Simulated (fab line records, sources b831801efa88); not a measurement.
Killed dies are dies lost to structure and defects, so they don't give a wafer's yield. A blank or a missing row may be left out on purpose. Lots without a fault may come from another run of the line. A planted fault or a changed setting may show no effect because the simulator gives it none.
A struck lot beside a sound one | flow sky130 | 15 steps out of a route of 708
Sound: wafers L144.1, L144.2, L144.5. Struck: wafer L151.5. (L151.2, L151.3 of the same lot were not struck and are left out.) The cause comes at the end.
At each step with rows: each side's tool, then ch and its chambers, then its first start. Under that, the readings that differ: sound wafers | struck wafers | difference of the means | sigmas: that difference in standard deviations of wafers without a fault.
alike: readings whose means differ by less than 2 such deviations, and words and numbers that are the same on both sides. not compared: withheld readings, readings that some wafer has no value for, bounds like >300 that may hide the same value, and numbers for which the record gives no deviation and whose values overlap.
The two part at a step that has a row with sigmas, a row that says differs or no value, or rows on one side only. Numbers that don't overlap but have no deviation are shown without sigmas and don't part them. A reading that every wafer of one side lacks parts them only if that side has two wafers or more.

SKY_CONTACT_ETCH_16: etches BARC in N2/H2, stops on SiO2, time 45.9 s, target depth 60 nm.
  sound on rie_diel-04 ch 1,2,3, day 35 23:48; struck on rie_diel-02 ch 0, day 37 19:57
  reading                | sound                | struck | difference | sigmas
  throttle_valve_pct (%) | 13.227 13.218 13.213 | 13.237 | +0.018     | +2
  alike: drypump_motor_current_A, oes_product_au
  not compared: rf_hours_counter_h
SKY_CONTACT_ETCH_17: etches SiO2 in C4F8/O2/Ar, stops on Si3N4, target depth 340 nm.
  sound on rie_diel-04 ch 1,2,3, day 35 23:50; struck on rie_diel-02 ch 0, day 37 19:59
  alike: oes_product_au
SKY_CONTACT_ETCH_18: etches Si3N4 in CHF3/O2, stops on TiN, time 39 s, target depth 75 nm.
  sound on rie_diel-04 ch 1,2,3; struck on rie_diel-02 ch 0
  alike: drypump_motor_current_A, oes_product_au, throttle_valve_pct
  not compared: rf_hours_counter_h
then, 6 steps without rows for these wafers: SKY_CONTACT_STRIP_19 (strips in O2/N2); SKY_CONTACT_STRIP_20 (strips in post etch residue remover, time 1200 s); SKY_CONTACT_CLEAN_21 (cleans in IPA, time 180 s); SKY_CONTACT_CLEAN_22 (cleans in O3/DIW); SKY_CONTACT_SPUTTER_23 (material TiN, target thk 20 nm, time 80 s); SKY_CONTACT_CVD_24 (deposits W, target thk 340 nm, time 102.12 s).
SKY_CONTACT_RS_MEAS_25: measures by four-point-probe.
  sound on film_metro-01, day 36 00:42; struck on film_metro-03, day 37 20:55
  alike: CONTACT_W_RS
SKY_CONTACT_THK_MEAS_26: measures by xrf.
  sound on film_metro-01, day 36 00:49; struck on film_metro-03, day 37 21:01
  alike: CONTACT_W_THK
SKY_CONTACT_CMP_27: polishes, stops on SiO2, t overpolish 15 s, target thk 0 nm.
  sound on cmp-02 ch 0,1,3, day 36 00:59; struck on cmp-02 ch 1, day 37 21:24
  alike: motor_current_A, overpolish_run_s, time_to_endpoint_s
SKY_METAL1_SPUTTER_00: material Ti, target thk 15 nm, time 10 s.
  sound on pvd_sputter-01, day 36 01:11; struck on pvd_sputter-01, day 37 21:42
  reading                                   | sound             | struck | difference | sigmas
  model.Ti_of_METAL1_SPUTTER_00.thk_nm (nm) | 15.27 15.25 15.28 | 10.8   | -4.5       |
  alike: throttle_valve_pct
SKY_METAL1_SPUTTER_01: material TiN, target thk 20 nm, time 16.7 s.
  sound on pvd_sputter-01, day 36 01:12; struck on pvd_sputter-01, day 37 21:43
  alike: throttle_valve_pct
-- the record jumps here: 12 days lie between the struck wafers' starts before and after (it left off in module METAL1 and takes up again in module PAD_OPEN, whose first step shown is number 708 of the route) --
SKY_PAD_OPEN_PROBE_99:
  sound on prober-02, day 48 23:58; struck on prober-01, day 50 09:20
  reading                  | sound       | struck | difference | sigmas
  sort_bin_3_pad_short (%) | 0.4 0.4 0.6 | 1.4    | +0.9       | +3
  alike: defect_limited_yield, killed_at_M0_to_M3, killed_at_M4_up, killed_at_contacts, killed_at_front_end, killed_at_other, killed_dies, killed_open, killed_short, sort_bin_5_function, sort_bin_6_memory, sort_n_pass, sort_yield_pct

WHERE THEY PART
First at SKY_CONTACT_ETCH_16; last, within this record, at SKY_PAD_OPEN_PROBE_99.

WHY: what the simulator had put in
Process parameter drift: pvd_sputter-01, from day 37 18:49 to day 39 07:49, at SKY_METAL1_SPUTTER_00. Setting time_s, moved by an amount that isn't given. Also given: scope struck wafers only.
